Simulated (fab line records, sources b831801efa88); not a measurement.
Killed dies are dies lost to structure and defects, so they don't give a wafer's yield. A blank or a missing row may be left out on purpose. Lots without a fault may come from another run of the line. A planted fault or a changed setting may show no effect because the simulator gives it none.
fab line records | flow sky130
record lots=5 wafers=15 last_day=49
route steps=708 shown FIELD_ISO@30 NWELL@32 DNWELL@35 PWDE@45
lots that met no fault: from a run of the same line without faults
start_h: hours from the record's first day to the start of the lot's first wafer shown | wait_h: hours since the lot's step before | " the same as in the row above | L1.1+2: a row that stands for several wafers | - no value, or no start given | * or withheld: withheld | < > ~ a bound
route shown NAME@n: a module of which the file shows steps, and the number in the route of the first | usual: mean/standard deviation of fault-free wafers | same: alike in all rows | chamber/n: place in a boat | sites: the reading at each site | _std_site: their standard deviation | _edge_site: outer sites' mean less inner sites' | radius_mm: how far each site lies from the wafer's centre | mask NAME#n: copy n | behind: the tool/chamber that last shaped the wafer | hold: why the lot was held/for how many hours/how that ended | device: the transistor (n, p or np) that didn't switch | end of line: the same wafers' tests at the end of the route | a step without rows: its recipe alone | killed: dies lost to structure and defects at the first sort, not the wafer's yield | map: a wafer's dies, x killed, . not, _ none there
set.NAME: the setting as run; set.NAME@STEP: as run at that earlier step | model.NAME: the simulator's own value behind a step, which no gauge read
lots at some steps of the route; a table a step, a row a wafer
services: from which hour (start_h, from the record's first day; less than 0 if before it) a tool's chamber was out of use, for how many hours, and why
## steps
# step SKY_FIELD_ISO_WET_ETCH_29
# recipe chemistry=H3PO4 target_depth_nm=160 target=Si3N4 temp_c=160 time_s=1825
# usual temp_c=159.98/0.16
# columns lot.wafer tool chamber start_h wait_h temp_c
L077.3 wet_bench-02 1 48.49 0.0 160.11
L077.5 " 1 " " 160.04
L077.6 " 1 " " 160.08
L085.1 wet_bench-04 0 95.62 0.0 159.77
L085.3 " 0 " " 159.78
L085.5 " 0 " " 159.73
L090.2 wet_bench-01 3 117.27 0.0 159.89
L090.4 " 3 " " 160.06
L090.6 " 3 " " 160.14
L094.1 wet_bench-04 2 138.63 0.0 159.95
L094.4 " 2 " " 159.95
L094.6 " 2 " " 159.91
L095.3 wet_bench-01 1 145.26 0.0 160.00
L095.4 " 1 " " 160.32
L095.5 " 1 " " 160.11
# step SKY_FIELD_ISO_WET_ETCH_30
# recipe chemistry=dHF target_depth_nm=25 target=SiO2 dilution=10:1 temp_c=25 time_s=50
# usual temp_c=25.00/0.11
# columns lot.wafer tool chamber start_h wait_h temp_c
L077.3 wet_bench-04 3 49.52 0.0 25.04
L077.5 " 3 " " 24.97
L077.6 " 3 " " 25.19
L085.1 wet_bench-02 3 96.13 0.0 25.20
L085.3 " 3 " " 24.87
L085.5 " 3 " " 25.06
L090.2 wet_bench-04 0 117.83 0.0 25.00
L090.4 " 0 " " 25.02
L090.6 " 0 " " 24.83
L094.1 wet_bench-02 1 139.19 0.0 25.10
L094.4 " 1 " " 25.25
L094.6 " 1 " " 25.18
L095.3 wet_bench-02 0 145.77 0.0 25.16
L095.4 " 0 " " 25.01
L095.5 " 0 " " 24.96
# step SKY_NWELL_CLEAN_00
# recipe chemistry=SC1/SC2 mix=1:4:20 temp_c=70 time_s=150 dry=n2_spin
# usual temp_c=70.00/0.12
# columns lot.wafer tool chamber start_h wait_h temp_c
L077.3 wet_bench-02 0 49.54 0.0 69.97
L077.5 " 0 " " 69.87
L077.6 " 0 " " 69.90
L085.1 wet_bench-01 1 96.16 0.0 69.86
L085.3 " 1 " " 69.96
L085.5 " 1 " " 69.92
L090.2 wet_bench-02 3 117.85 0.0 69.84
L090.4 " 3 " " 69.93
L090.6 " 3 " " 70.12
L094.1 wet_bench-01 1 139.21 0.0 69.87
L094.4 " 1 " " 69.88
L094.6 " 1 " " 69.83
L095.3 wet_bench-04 2 145.80 0.0 70.01
L095.4 " 2 " " 70.30
L095.5 " 2 " " 69.96
# step SKY_NWELL_OXIDATION_01
# recipe temp_c=900 ambient=O2 stabilise_s=600 purge_s=300 target_thk_a=100 ox_time_s=1418
# usual spike_tc_top_C=914.5/1.2 spike_tc_upper_C=899.8/1
# columns lot.wafer tool chamber start_h wait_h spike_tc_top_C spike_tc_upper_C
L077.3 furnace-02 0 49.98 0.3 915.3 898.7
L077.5 " 0 " " 915.6 901.3
L077.6 " 0 " " 914.5 899.0
L085.1 furnace-02 0 97.18 1.0 915.9 898.9
L085.3 " 0 " " 916.0 900.0
L085.5 " 0 " " 913.9 899.5
L090.2 furnace-01 0 118.36 0.4 912.9 898.4
L090.4 " 0 " " 913.8 900.7
L090.6 " 0 " " 912.6 900.7
L094.1 furnace-02 0 140.53 1.3 915.3 899.8
L094.4 " 0 " " 914.9 899.7
L094.6 " 0 " " 916.3 899.6
L095.3 furnace-02 0 147.53 1.7 915.6 902.0
L095.4 " 0 " " 915.8 901.4
L095.5 " 0 " " 915.9 900.6
# step SKY_NWELL_THK_MEAS_02
# recipe reads=SiO2_of_NWELL_OXIDATION_01
# usual NWELL_OXIDATION_THK=9.91/0.15
# columns lot.wafer tool chamber start_h wait_h NWELL_OXIDATION_THK[nm]
L077.3 film_metro-03 - 51.40 0.0 10.03
L077.5 " - " " 10.19
L077.6 " - " " 9.88
L085.1 film_metro-03 - 98.58 0.0 9.78
L085.3 " - " " 9.79
L085.5 " - " " 9.79
L090.2 film_metro-03 - 119.76 0.0 9.90
L090.4 " - " " 10.01
L090.6 " - " " 10.15
L094.1 film_metro-04 - 141.93 0.0 10.02
L094.4 " - " " 10.09
L094.6 " - " " 9.92
L095.3 film_metro-01 - 148.95 0.0 9.76
L095.4 " - " " 9.79
L095.5 " - " " 9.92
# step SKY_DNWELL_DEHYDRATE_00
# recipe temp_c=200 time_s=60
# columns lot.wafer tool chamber start_h wait_h
L077.3+5+6 litho_track-02 0 58.12 6.7
L085.1+3+5 litho_track-03 0 106.68 8.1
L090.2+4+6 litho_track-02 0 128.64 8.9
L094.1+4+6 litho_track-02 0 151.02 9.1
L095.3+4+5 litho_track-02 0 157.72 8.8
# step SKY_DNWELL_HMDS_01
# recipe prime_time_s=60 prime_temp_c=120
# columns lot.wafer tool chamber start_h wait_h
L077.3+5+6 litho_track-02 0 58.27 0.1
L085.1+3+5 litho_track-03 0 106.83 0.1
L090.2+4+6 litho_track-02 0 128.79 0.1
L094.1+4+6 litho_track-02 0 151.17 0.1
L095.3+4+5 litho_track-02 0 157.87 0.1
# step SKY_DNWELL_COAT_02
# recipe spin_rpm=2000 resist_thk_nm=3000
# columns lot.wafer tool chamber start_h wait_h
L077.3+5+6 litho_track-02 0 58.42 0.1
L085.1+3+5 litho_track-03 0 106.98 0.1
L090.2+4+6 litho_track-02 0 128.94 0.1
L094.1+4+6 litho_track-02 0 151.32 0.1
L095.3+4+5 litho_track-02 0 158.02 0.1
# step SKY_DNWELL_SOFTBAKE_03
# recipe temp_c=110 time_s=withheld
# columns lot.wafer tool chamber start_h wait_h
L077.3+5+6 litho_track-02 0 58.58 0.1
L085.1+3+5 litho_track-03 0 107.13 0.1
L090.2+4+6 litho_track-02 0 129.10 0.1
L094.1+4+6 litho_track-02 0 151.47 0.1
L095.3+4+5 litho_track-02 0 158.18 0.1
# step SKY_DNWELL_EXPOSE_04
# recipe mask_id=DNM na=0.57 target_cd_nm=3000 dose_mj=222
# columns lot.wafer tool chamber start_h wait_h mask
L077.3+5+6 iline_stepper-02 0 - - DNM#0
L085.1+3+5 iline_stepper-01 0 - - DNM#0
L090.2+4+6 iline_stepper-02 0 - - DNM#0
L094.1+4+6 iline_stepper-01 0 - - DNM#0
L095.3+4+5 iline_stepper-02 0 - - DNM#0
# step SKY_DNWELL_PEB_05
# recipe temp_c=115 time_s=withheld
# columns lot.wafer tool chamber start_h wait_h
L077.3+5+6 litho_track-03 0 - -
L085.1+3+5 litho_track-02 0 - -
L090.2+4+6 litho_track-04 0 - -
L094.1+4+6 litho_track-04 0 - -
L095.3+4+5 litho_track-02 0 - -
# step SKY_DNWELL_DEVELOP_06
# recipe wall_angle_deg=90 developer=TMAH develop_time_s=60 dev_temp_c=23
# columns lot.wafer tool chamber start_h wait_h
L077.3+5+6 litho_track-03 0 - -
L085.1+3+5 litho_track-02 0 - -
L090.2+4+6 litho_track-04 0 - -
L094.1+4+6 litho_track-04 0 - -
L095.3+4+5 litho_track-02 0 - -
# step SKY_DNWELL_IMPLANT_07
# recipe species=P energy_kev=withheld dose_cm2=withheld tilt_deg=withheld
# same implant_ion_amu=*
# columns lot.wafer tool chamber start_h wait_h
L077.3+5+6 implanter-03 0 66.98 -
L085.1+3+5 implanter-01 0 115.92 -
L090.2+4+6 implanter-01 0 137.69 -
L094.1+4+6 implanter-04 0 161.61 -
L095.3+4+5 implanter-01 0 168.62 -
# step SKY_DNWELL_STRIP_08
# recipe chemistry=O2/N2 power_w=1400 pressure_mtorr=1500 platen_temp_c=withheld o2_flow_sccm=3000 n2_flow_sccm=300 overash_fraction=0.5
# usual chamber_pressure_mTorr=1499.9/1.3 drypump_motor_current_A=5.6/0.5 oes_product_au=0.722/0.0045 strip_time_to_endpoint_s=36.94/0.091
# same overash_fraction=0.5
# columns lot.wafer tool chamber start_h wait_h chamber_pressure_mTorr drypump_motor_current_A oes_product_au rf_hours_counter_h strip_time_to_endpoint_s
L077.3 plasma_asher-01 1 67.12 0.1 1502.0 5.4 0.718 - 36.88
L077.5 " 1 " " 1498.4 5.4 0.727 - 36.92
L077.6 " 0 " " 1501.9 5.7 0.732 - 36.90
L085.1 plasma_asher-02 0 116.07 0.1 1501.3 5.2 0.716 44 37.08
L085.3 " 1 " " 1502.1 6.4 0.720 - 37.01
L085.5 " 1 " " 1499.7 6.5 0.722 - 37.06
L090.2 plasma_asher-04 1 137.81 0.1 1500.2 5.6 0.719 47 37.04
L090.4 " 0 " " 1499.1 5.0 0.723 - 37.10
L090.6 " 1 " " 1501.3 5.6 0.723 - 36.98
L094.1 plasma_asher-02 0 161.76 0.1 1499.8 5.2 0.723 49 36.87
L094.4 " 0 " " 1498.9 5.3 0.723 - 36.87
L094.6 " 1 " " 1498.4 6.5 0.719 - 36.80
L095.3 plasma_asher-01 0 168.75 0.1 1499.6 5.7 0.725 - 37.14
L095.4 " 1 " " 1500.3 5.4 0.719 - 37.05
L095.5 " 1 " " 1500.4 5.4 0.725 - 37.00
# step SKY_DNWELL_TW_MEAS_09
# usual DNWELL_TW=1124/9.7
# columns lot.wafer tool chamber start_h wait_h DNWELL_TW
L077.3 film_metro-04 - 67.20 0.1 1132
L077.5 " - " " 1128
L077.6 " - " " 1128
L085.1 film_metro-01 - 116.17 0.1 1115
L085.3 " - " " 1114
L085.5 " - " " 1119
L090.2 film_metro-03 - 137.92 0.1 1132
L090.4 " - " " 1127
L090.6 " - " " 1133
L094.1 film_metro-04 - 161.86 0.1 1133
L094.4 " - " " 1128
L094.6 " - " " 1127
L095.3 film_metro-01 - 168.84 0.1 1126
L095.4 " - " " 1123
L095.5 " - " " 1114
# step SKY_PWDE_DEHYDRATE_00
# recipe temp_c=200 time_s=60
# columns lot.wafer tool chamber start_h wait_h
L077.3+5+6 litho_track-04 0 74.76 7.5
L085.1+3+5 litho_track-03 0 124.38 8.2
L090.2+4+6 litho_track-04 0 146.64 8.7
L094.1+4+6 litho_track-01 0 171.17 9.3
L095.3+4+5 litho_track-01 0 178.92 10.1
# step SKY_PWDE_HMDS_01
# recipe prime_time_s=60 prime_temp_c=119.1
# columns lot.wafer tool chamber start_h wait_h
L077.3+5+6 litho_track-04 0 74.91 0.1
L085.1+3+5 litho_track-03 0 124.53 0.1
L090.2+4+6 litho_track-04 0 146.79 0.1
L094.1+4+6 litho_track-01 0 171.32 0.1
L095.3+4+5 litho_track-01 0 179.07 0.1
# step SKY_PWDE_COAT_02
# recipe spin_rpm=2000 resist_thk_nm=3000
# columns lot.wafer tool chamber start_h wait_h
L077.3+5+6 litho_track-04 0 75.06 0.1
L085.1+3+5 litho_track-03 0 124.68 0.1
L090.2+4+6 litho_track-04 0 146.94 0.1
L094.1+4+6 litho_track-01 0 171.47 0.1
L095.3+4+5 litho_track-01 0 179.22 0.1
# step SKY_PWDE_SOFTBAKE_03
# recipe temp_c=110 time_s=withheld
# columns lot.wafer tool chamber start_h wait_h
L077.3+5+6 litho_track-04 0 75.23 0.1
L085.1+3+5 litho_track-03 0 124.83 0.1
L090.2+4+6 litho_track-04 0 147.09 0.1
L094.1+4+6 litho_track-01 0 171.62 0.1
L095.3+4+5 litho_track-01 0 179.39 0.1
# step SKY_PWDE_EXPOSE_04
# recipe mask_id=PWDEM na=0.6 source_shape=conventional sigma_outer=0.6 polarization=unpolarized target_cd_nm=840 dose_mj=214
# columns lot.wafer tool chamber start_h wait_h mask
L077.3+5+6 iline_stepper-02 0 - - PWDEM#0
L085.1+3+5 iline_stepper-01 0 - - PWDEM#0
L090.2+4+6 iline_stepper-02 0 - - PWDEM#0
L094.1+4+6 iline_stepper-02 0 - - PWDEM#0
L095.3+4+5 iline_stepper-01 0 - - PWDEM#0
# step SKY_PWDE_PEB_05
# recipe temp_c=115 time_s=withheld
# columns lot.wafer tool chamber start_h wait_h
L077.3+5+6 litho_track-03 0 - -
L085.1+3+5 litho_track-03 0 - -
L090.2+4+6 litho_track-01 0 - -
L094.1+4+6 litho_track-01 0 - -
L095.3+4+5 litho_track-03 0 - -
# step SKY_PWDE_DEVELOP_06
# recipe wall_angle_deg=90 developer=TMAH develop_time_s=60 dev_temp_c=23
# columns lot.wafer tool chamber start_h wait_h
L077.3+5+6 litho_track-03 0 - -
L085.1+3+5 litho_track-03 0 - -
L090.2+4+6 litho_track-01 0 - -
L094.1+4+6 litho_track-01 0 - -
L095.3+4+5 litho_track-03 0 - -
# step SKY_PWDE_OVL_MEAS_07
# usual PWDE_OVL=-0.3/1.5
# columns lot.wafer tool chamber start_h wait_h PWDE_OVL[nm]
L077.3 overlay-01 - 83.70 - 1.0
L077.5 " - " " 2.2
L077.6 " - " " 1.3
L085.1 overlay-01 - 133.28 - -0.1
L085.3 " - " " -1.7
L085.5 " - " " -0.5
L090.2 overlay-02 - 155.93 - 1.2
L090.4 " - " " -0.8
L090.6 " - " " 1.0
L094.1 overlay-01 - 182.02 - -1.6
L094.4 " - " " 0.1
L094.6 " - " " 0.2
L095.3 overlay-01 - 189.40 - -3.2
L095.4 " - " " -2.6
L095.5 " - " " -2.9
# step SKY_PWDE_IMPLANT_08
# recipe species=B energy_kev=150 dose_cm2=3.6e+12 tilt_deg=withheld
# usual dose_ions_cm2=3.6e+12/4.1e+09
# same implant_ion_amu=11
# columns lot.wafer tool chamber start_h wait_h dose_ions_cm2
L077.3 implanter-04 0 83.77 0.1 3.596e+12
L077.5 " 0 " " 3.603e+12
L077.6 " 0 " " 3.602e+12
L085.1 implanter-03 0 133.32 0.0 3.605e+12
L085.3 " 0 " " 3.601e+12
L085.5 " 0 " " 3.601e+12
L090.2 implanter-03 0 155.98 0.0 3.602e+12
L090.4 " 0 " " 3.598e+12
L090.6 " 0 " " 3.596e+12
L094.1 implanter-03 0 182.06 0.0 3.595e+12
L094.4 " 0 " " 3.602e+12
L094.6 " 0 " " 3.601e+12
L095.3 implanter-03 0 189.47 0.1 3.593e+12
L095.4 " 0 " " 3.593e+12
L095.5 " 0 " " 3.597e+12
# step SKY_PWDE_STRIP_09
# recipe chemistry=O2/N2 power_w=1400 pressure_mtorr=1500 platen_temp_c=withheld o2_flow_sccm=3000 n2_flow_sccm=300 overash_fraction=0.5
# usual chamber_pressure_mTorr=1499.9/1.3 drypump_motor_current_A=5.8/0.53 oes_product_au=0.722/0.0047 strip_time_to_endpoint_s=36.93/0.11
# same overash_fraction=0.5
# columns lot.wafer tool chamber start_h wait_h chamber_pressure_mTorr drypump_motor_current_A oes_product_au rf_hours_counter_h strip_time_to_endpoint_s
L077.3 plasma_asher-02 1 83.90 0.1 1498.8 6.5 0.717 - 36.85
L077.5 " 1 " " 1498.6 6.5 0.723 - 36.86
L077.6 " 0 " " 1498.9 5.2 0.724 - 36.92
L085.1 plasma_asher-02 1 133.47 0.1 1497.3 6.5 0.719 46 36.91
L085.3 " 1 " " 1499.5 6.5 0.722 - 37.04
L085.5 " 0 " " 1499.5 5.2 0.724 - 36.85
L090.2 plasma_asher-02 1 156.11 0.1 1500.6 6.5 0.721 49 36.94
L090.4 " 0 " " 1503.2 5.2 0.717 - 36.82
L090.6 " 0 " " 1499.7 5.2 0.723 - 36.94
L094.1 plasma_asher-02 1 182.21 0.1 1501.1 6.5 0.727 51 36.89
L094.4 " 1 " " 1500.3 6.5 0.719 - 36.94
L094.6 " 0 " " 1501.3 5.2 0.719 - 36.89
L095.3 plasma_asher-02 0 189.60 0.1 1500.0 5.2 0.726 - 36.73
L095.4 " 1 " " 1499.5 6.5 0.719 - 36.83
L095.5 " 0 " " 1498.7 5.2 0.724 - 36.81
# step SKY_PWDE_TW_MEAS_10
# usual PWDE_TW=376.8/2.9
# columns lot.wafer tool chamber start_h wait_h PWDE_TW
L077.3 film_metro-04 - 83.99 0.1 374.7
L077.5 " - " " 376.0
L077.6 " - " " 377.9
L085.1 film_metro-03 - 133.57 0.1 379.4
L085.3 " - " " 379.5
L085.5 " - " " 379.9
L090.2 film_metro-03 - 156.22 0.1 380.0
L090.4 " - " " 379.1
L090.6 " - " " 380.0
L094.1 film_metro-03 - 182.31 0.1 380.6
L094.4 " - " " 381.8
L094.6 " - " " 382.0
L095.3 film_metro-01 - 189.69 0.1 374.1
L095.4 " - " " 376.4
L095.5 " - " " 372.3
# step SKY_NWELL_DEHYDRATE_03
# recipe temp_c=200 time_s=60
# columns lot.wafer tool chamber start_h wait_h
L077.3+5+6 litho_track-01 0 91.82 7.8
L085.1+3+5 litho_track-02 0 142.67 9.1
L090.2+4+6 litho_track-01 0 165.70 9.5
L094.1+4+6 litho_track-01 0 192.22 9.9
L095.3+4+5 litho_track-01 0 200.02 10.3
# step SKY_NWELL_HMDS_04
# recipe prime_time_s=60 prime_temp_c=120
# columns lot.wafer tool chamber start_h wait_h
L077.3+5+6 litho_track-01 0 91.97 0.1
L085.1+3+5 litho_track-02 0 142.82 0.1
L090.2+4+6 litho_track-01 0 165.85 0.1
L094.1+4+6 litho_track-01 0 192.37 0.1
L095.3+4+5 litho_track-01 0 200.17 0.1
# step SKY_NWELL_COAT_05
# recipe spin_rpm=2000 resist_thk_nm=3000
# columns lot.wafer tool chamber start_h wait_h
L077.3+5+6 litho_track-01 0 92.12 0.1
L085.1+3+5 litho_track-02 0 142.97 0.1
L090.2+4+6 litho_track-01 0 166.00 0.1
L094.1+4+6 litho_track-01 0 192.52 0.1
L095.3+4+5 litho_track-01 0 200.32 0.1
# step SKY_NWELL_SOFTBAKE_06
# recipe temp_c=110 time_s=withheld
# columns lot.wafer tool chamber start_h wait_h
L077.3+5+6 litho_track-01 0 92.29 0.1
L085.1+3+5 litho_track-02 0 143.12 0.1
L090.2+4+6 litho_track-01 0 166.16 0.1
L094.1+4+6 litho_track-01 0 192.67 0.1
L095.3+4+5 litho_track-01 0 200.49 0.1
# step SKY_NWELL_EXPOSE_07
# recipe mask_id=NWM na=0.6 source_shape=conventional sigma_outer=0.6 polarization=unpolarized target_cd_nm=840 dose_mj=255
# columns lot.wafer tool chamber start_h wait_h mask
L077.3+5+6 iline_stepper-01 0 - - NWM#0
L085.1+3+5 iline_stepper-01 0 - - NWM#0
L090.2+4+6 iline_stepper-01 0 - - NWM#0
L094.1+4+6 iline_stepper-02 0 - - NWM#0
L095.3+4+5 iline_stepper-02 0 - - NWM#0
# step SKY_NWELL_PEB_08
# recipe temp_c=115 time_s=withheld
# columns lot.wafer tool chamber start_h wait_h
L077.3+5+6 litho_track-01 0 - -
L085.1+3+5 litho_track-01 0 - -
L090.2+4+6 litho_track-01 0 - -
L094.1+4+6 litho_track-04 0 - -
L095.3+4+5 litho_track-04 0 - -
# step SKY_NWELL_DEVELOP_09
# recipe wall_angle_deg=90 developer=TMAH develop_time_s=60 dev_temp_c=23
# columns lot.wafer tool chamber start_h wait_h
L077.3+5+6 litho_track-01 0 - -
L085.1+3+5 litho_track-01 0 - -
L090.2+4+6 litho_track-01 0 - -
L094.1+4+6 litho_track-04 0 - -
L095.3+4+5 litho_track-04 0 - -
# step SKY_NWELL_OVL_MEAS_10
# usual NWELL_00_OVL=-0.8/1.5
# columns lot.wafer tool chamber start_h wait_h NWELL_00_OVL[nm]
L077.3 overlay-01 - 100.18 - -0.2
L077.5 " - " " 1.1
L077.6 " - " " 2.4
L085.1 overlay-02 - 152.27 - -2.0
L085.3 " - " " 1.0
L085.5 " - " " -1.3
L090.2 overlay-02 - 176.53 - -0.3
L090.4 " - " " -0.7
L090.6 " - " " -0.3
L094.1 overlay-01 - 203.66 - -2.7
L094.4 " - " " -2.3
L094.6 " - " " -1.4
L095.3 overlay-01 - 211.12 - -4.1
L095.4 " - " " -2.1
L095.5 " - " " -2.5
# step SKY_NWELL_IMPLANT_11
# recipe species=P energy_kev=400 dose_cm2=1.9e+13 tilt_deg=withheld
# usual dose_ions_cm2=1.9001e+13/2.2e+10
# same implant_ion_amu=31
# columns lot.wafer tool chamber start_h wait_h dose_ions_cm2
L077.3 implanter-02 0 100.26 0.1 1.9041e+13
L077.5 " 0 " " 1.9012e+13
L077.6 " 0 " " 1.9023e+13
L085.1 implanter-01 0 152.31 0.0 1.9038e+13
L085.3 " 0 " " 1.9025e+13
L085.5 " 0 " " 1.9009e+13
L090.2 implanter-02 0 176.58 0.0 1.8973e+13
L090.4 " 0 " " 1.8965e+13
L090.6 " 0 " " 1.8989e+13
L094.1 implanter-02 0 203.70 0.0 1.9011e+13
L094.4 " 0 " " 1.9001e+13
L094.6 " 0 " " 1.8986e+13
L095.3 implanter-03 0 211.34 0.2 1.9027e+13
L095.4 " 0 " " 1.8991e+13
L095.5 " 0 " " 1.9022e+13
# step SKY_NWELL_IMPLANT_12
# recipe species=P energy_kev=120 dose_cm2=1.3e+12 tilt_deg=withheld
# usual dose_ions_cm2=1.3001e+12/1.2e+09
# same implant_ion_amu=31
# columns lot.wafer tool chamber start_h wait_h dose_ions_cm2
L077.3 implanter-02 0 100.41 0.1 1.2999e+12
L077.5 " 0 " " 1.2981e+12
L077.6 " 0 " " 1.2984e+12
L085.1 implanter-01 0 152.46 0.1 1.299e+12
L085.3 " 0 " " 1.3002e+12
L085.5 " 0 " " 1.2998e+12
L090.2 implanter-02 0 176.73 0.1 1.3019e+12
L090.4 " 0 " " 1.3001e+12
L090.6 " 0 " " 1.3009e+12
L094.1 implanter-02 0 203.85 0.1 1.3011e+12
L094.4 " 0 " " 1.2995e+12
L094.6 " 0 " " 1.2969e+12
L095.3 implanter-03 0 211.49 0.1 1.2999e+12
L095.4 " 0 " " 1.2981e+12
L095.5 " 0 " " 1.2998e+12
# step SKY_NWELL_IMPLANT_13
# recipe species=P energy_kev=50 dose_cm2=7e+11 tilt_deg=withheld
# usual dose_ions_cm2=6.998e+11/7.9e+08
# same implant_ion_amu=31
# columns lot.wafer tool chamber start_h wait_h dose_ions_cm2
L077.3 implanter-02 0 100.56 0.1 6.99e+11
L077.5 " 0 " " 7.004e+11
L077.6 " 0 " " 7.001e+11
L085.1 implanter-01 0 152.61 0.1 6.999e+11
L085.3 " 0 " " 6.991e+11
L085.5 " 0 " " 6.991e+11
L090.2 implanter-02 0 176.88 0.1 6.988e+11
L090.4 " 0 " " 6.995e+11
L090.6 " 0 " " 6.986e+11
L094.1 implanter-02 0 204.00 0.1 6.995e+11
L094.4 " 0 " " 7.002e+11
L094.6 " 0 " " 7.001e+11
L095.3 implanter-03 0 211.64 0.1 7e+11
L095.4 " 0 " " 6.991e+11
L095.5 " 0 " " 7.004e+11
# step SKY_NWELL_STRIP_14
# recipe chemistry=O2/N2 power_w=1400 pressure_mtorr=1500 platen_temp_c=withheld o2_flow_sccm=3000 n2_flow_sccm=300 overash_fraction=0.5
# usual chamber_pressure_mTorr=1500.0/1.4 drypump_motor_current_A=5.9/0.42 oes_product_au=0.723/0.0042 strip_time_to_endpoint_s=36.92/0.088
# same overash_fraction=0.5
# columns lot.wafer tool chamber start_h wait_h chamber_pressure_mTorr drypump_motor_current_A oes_product_au rf_hours_counter_h strip_time_to_endpoint_s
L077.3 plasma_asher-03 1 100.69 0.1 1500.4 5.9 0.723 - 36.85
L077.5 " 1 " " 1501.2 5.9 0.724 - 36.82
L077.6 " 0 " " 1498.3 6.0 0.722 - 36.91
L085.1 plasma_asher-03 1 152.76 0.1 1500.0 5.9 0.721 33 36.73
L085.3 " 1 " " 1500.1 5.9 0.716 - 36.86
L085.5 " 1 " " 1500.0 5.9 0.715 - 36.90
L090.2 plasma_asher-02 1 177.01 0.1 1498.8 6.5 0.719 51 36.77
L090.4 " 1 " " 1499.9 6.5 0.721 - 36.71
L090.6 " 0 " " 1499.6 5.2 0.728 - 36.80
L094.1 plasma_asher-03 0 204.15 0.1 1501.3 6.0 0.728 36 37.05
L094.4 " 0 " " 1497.7 6.1 0.726 - 36.93
L094.6 " 1 " " 1500.5 5.8 0.727 - 37.02
L095.3 plasma_asher-03 0 211.77 0.1 1499.0 6.0 0.722 - 36.97
L095.4 " 1 " " 1498.5 5.9 0.728 - 37.09
L095.5 " 1 " " 1499.6 5.9 0.728 - 36.97
# step SKY_NWELL_TW_MEAS_15
# usual NWELL_TW=1835/14
# columns lot.wafer tool chamber start_h wait_h NWELL_TW
L077.3 film_metro-01 - 100.78 0.1 1821
L077.5 " - " " 1809
L077.6 " - " " 1819
L085.1 film_metro-03 - 152.86 0.1 1853
L085.3 " - " " 1847
L085.5 " - " " 1847
L090.2 film_metro-04 - 177.12 0.1 1853
L090.4 " - " " 1855
L090.6 " - " " 1853
L094.1 film_metro-01 - 204.25 0.1 1814
L094.4 " - " " 1809
L094.6 " - " " 1822
L095.3 film_metro-03 - 211.86 0.1 1853
L095.4 " - " " 1844
L095.5 " - " " 1845
# step SKY_NWELL_DEHYDRATE_16
# recipe temp_c=200 time_s=60
# columns lot.wafer tool chamber start_h wait_h
L077.3+5+6 litho_track-02 0 109.57 8.8
L085.1+3+5 litho_track-01 0 161.92 9.1
L090.2+4+6 litho_track-02 0 186.84 9.7
L094.1+4+6 litho_track-01 0 214.27 10.0
L095.3+4+5 litho_track-02 0 222.07 10.2
# step SKY_NWELL_HMDS_17
# recipe prime_time_s=60 prime_temp_c=120
# columns lot.wafer tool chamber start_h wait_h
L077.3+5+6 litho_track-02 0 109.72 0.1
L085.1+3+5 litho_track-01 0 162.07 0.1
L090.2+4+6 litho_track-02 0 186.99 0.1
L094.1+4+6 litho_track-01 0 214.42 0.1
L095.3+4+5 litho_track-02 0 222.22 0.1
# step SKY_NWELL_COAT_18
# recipe spin_rpm=2000 resist_thk_nm=3000
# columns lot.wafer tool chamber start_h wait_h
L077.3+5+6 litho_track-02 0 109.87 0.1
L085.1+3+5 litho_track-01 0 162.22 0.1
L090.2+4+6 litho_track-02 0 187.14 0.1
L094.1+4+6 litho_track-01 0 214.57 0.1
L095.3+4+5 litho_track-02 0 222.37 0.1
# step SKY_NWELL_SOFTBAKE_19
# recipe temp_c=110 time_s=withheld
# columns lot.wafer tool chamber start_h wait_h
L077.3+5+6 litho_track-02 0 110.03 0.1
L085.1+3+5 litho_track-01 0 162.37 0.1
L090.2+4+6 litho_track-02 0 187.30 0.1
L094.1+4+6 litho_track-01 0 214.72 0.1
L095.3+4+5 litho_track-02 0 222.53 0.1
# step SKY_NWELL_EXPOSE_20
# recipe mask_id=NWM_COMPLEMENT na=0.6 source_shape=conventional sigma_outer=0.6 polarization=unpolarized target_cd_nm=840 dose_mj=260
# columns lot.wafer tool chamber start_h wait_h mask
L077.3+5+6 iline_stepper-01 0 - - NWM_COMPLEMENT#0
L085.1+3+5 iline_stepper-02 0 - - NWM_COMPLEMENT#0
L090.2+4+6 iline_stepper-02 0 - - NWM_COMPLEMENT#0
L094.1+4+6 iline_stepper-01 0 - - NWM_COMPLEMENT#0
L095.3+4+5 iline_stepper-02 0 - - NWM_COMPLEMENT#0
# step SKY_NWELL_PEB_21
# recipe temp_c=115 time_s=withheld
# columns lot.wafer tool chamber start_h wait_h
L077.3+5+6 litho_track-04 0 - -
L085.1+3+5 litho_track-01 0 - -
L090.2+4+6 litho_track-04 0 - -
L094.1+4+6 litho_track-02 0 - -
L095.3+4+5 litho_track-01 0 - -
# step SKY_NWELL_DEVELOP_22
# recipe wall_angle_deg=90 developer=TMAH develop_time_s=60 dev_temp_c=23
# columns lot.wafer tool chamber start_h wait_h
L077.3+5+6 litho_track-04 0 - -
L085.1+3+5 litho_track-01 0 - -
L090.2+4+6 litho_track-04 0 - -
L094.1+4+6 litho_track-02 0 - -
L095.3+4+5 litho_track-01 0 - -
# step SKY_NWELL_OVL_MEAS_23
# usual NWELL_01_OVL=0.0/1.4
# columns lot.wafer tool chamber start_h wait_h NWELL_01_OVL[nm]
L077.3 overlay-01 - 119.22 - 0.3
L077.5 " - " " -0.8
L077.6 " - " " 0.4
L085.1 overlay-01 - 172.17 - 0.6
L085.3 " - " " 2.4
L085.5 " - " " 0.4
L090.2 overlay-02 - 197.37 - 0.4
L090.4 " - " " 2.3
L090.6 " - " " 0.1
L094.1 overlay-01 - 226.17 - 1.4
L094.4 " - " " 1.9
L094.6 " - " " 2.3
L095.3 overlay-02 - 233.18 - -0.4
L095.4 " - " " -0.2
L095.5 " - " " -0.4
## services
# columns tool chamber start_h hours kind
iline_stepper-01 - 35.79 3.2 repair
implanter-03 - 37.38 5.1 repair
furnace-02 - 46.65 3.3 pm
implanter-01 - 48.10 8.7 repair
wet_bench-02 - 70.79 4.4 pm
furnace-02 - 75.12 14.8 repair
iline_stepper-02 - 85.87 1.7 pm
implanter-02 - 89.38 1.1 repair
plasma_asher-03 - 96.32 1.0 repair
implanter-03 - 96.85 4.7 repair
plasma_asher-02 - 108.02 2.8 pm
furnace-02 - 131.37 2.4 pm
implanter-03 - 138.55 1.9 repair
implanter-01 - 142.08 5.3 pm
plasma_asher-03 - 166.29 1.3 repair
furnace-02 - 174.10 2.5 pm
implanter-02 - 179.39 2.9 repair
plasma_asher-03 - 182.95 15.6 pm
implanter-01 - 188.77 101.3 pm
implanter-02 - 188.78 2.4 repair
iline_stepper-02 - 213.93 1.6 repair
wet_bench-04 - 219.64 1.5 repair
iline_stepper-01 - 227.40 4.4 pm
iline_stepper-01 - 231.85 1.7 pm
## key
fault none
